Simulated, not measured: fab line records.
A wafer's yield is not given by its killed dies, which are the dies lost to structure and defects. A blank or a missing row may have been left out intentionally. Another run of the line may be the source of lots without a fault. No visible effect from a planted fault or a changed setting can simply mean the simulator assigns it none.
Problem report in the 8D (eight disciplines) form, filled by code ; flow sfq-line ; the parts of the form that need people (team, actions taken, sign-off) are left out

1. WHAT WENT WRONG
heater-power-total-W at SFQ_TRILAYER_M6_LITHO_PEB_162 reads a mean of 80.91 W on 5 wafers of 2 lots; wafers without a fault read 79.15 W with a standard deviation of 0.067. Relative to the usual mean, that is a shift of +26 standard deviations.
The step: peb time 60 s.
Earliest sighting: wafer L133.2 on litho-track-01 at day 73 03:06. The record holds 17 wafers of 6 lots with a number at this step. Rule for "out", or "out of limits": more than 4 standard deviations from the usual mean. All remaining wafers that have a number are taken as sound.

2. WHAT IT IS, WHAT IT ISN'T
question;is;is not
which readings at this step;heater-power-total-W, plate-temp-C;-
which lots;L133, L137;L126, L140, L142, L146
which wafers of those lots;all that have a number;-
read on which tools;litho-track-01;litho-track-03, litho-track-04
when;from day 73 03:06;"up to then (3 sound wafers); but 9 sound wafers of L140, L142, L146 came after"

3. THE SUSPECTS, EACH WITH WHAT RULES IT OUT
Counting: a tool stays on the suspect list if, at a process step up to the reading, it processed all lots that are out and no sound lot following the first of them.
- rie-diel-02 at SFQ_TRILAYER_C5_BARC_OPEN_VIA_ETCH_210 (etches BARC in O2, target depth 125 nm, time 41.7 s): ruled out as a lasting fault. The sound lots L146 went through it after L133, its earliest lot that is out (day 68 18:32).
- rie-diel-02 at SFQ_TRILAYER_C5_ETCH_VIA_ETCH_154 (etches SiO2 in CHF3, stops on Nb, target depth 84 nm): ruled out as a lasting fault. The sound lots L146 went through it after L133, its earliest lot that is out (day 68 18:35).
- rie-metal-02 at SFQ_TRILAYER_C5_STRIP_STRIP_155 (strips in O2): ruled out as a lasting fault. The sound lots L142 went through it after L133, its earliest lot that is out (day 68 18:37).
- litho-track-01 at SFQ_TRILAYER_M6_LITHO_PEB_162 (peb time 60 s): ruled out as a lasting fault. The sound lots L146 went through it after L133, its earliest lot that is out (day 73 03:06).
Left after counting: nothing in the record.

4. THE CAUSE (what the simulator had put in)
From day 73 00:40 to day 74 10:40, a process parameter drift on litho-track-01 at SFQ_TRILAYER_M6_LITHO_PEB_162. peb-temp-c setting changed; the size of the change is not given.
Counting ruled it out, wrongly.

5. THE EFFECT CHAIN, in route order
One row per reading whose mean, taken over the struck wafers that have a number, lies over 3 standard deviations from the usual. Only readings for which the record gives a usual standard deviation are gone through. hours: the time from each lot's start at the first step in this table that gives one to its start at this step, as a median over the lots. sigmas: the change in usual standard deviations.
hours;step;reading;usual;on struck wafers;change;sigmas
0;SFQ_TRILAYER_M6_LITHO_PEB_162;heater-power-total-W;79.15 W;80.91;+1.76;+26
0;SFQ_TRILAYER_M6_LITHO_PEB_162;plate-temp-C;115.05 C;117.15;+2.10;+15
Process steps it contains:
- SFQ_TRILAYER_M6_LITHO_PEB_162: peb time 60 s.
Later steps that measure or inspect, where all struck wafers having a row at the step show a number for every such reading and not one has moved that far: SFQ_M6_OVL_MEAS_940.

6. WHAT WOULD HAVE CAUGHT IT SOONER
First out-of-limits reading in this record: day 73 03:06, which is 2 hours after fault onset at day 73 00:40.
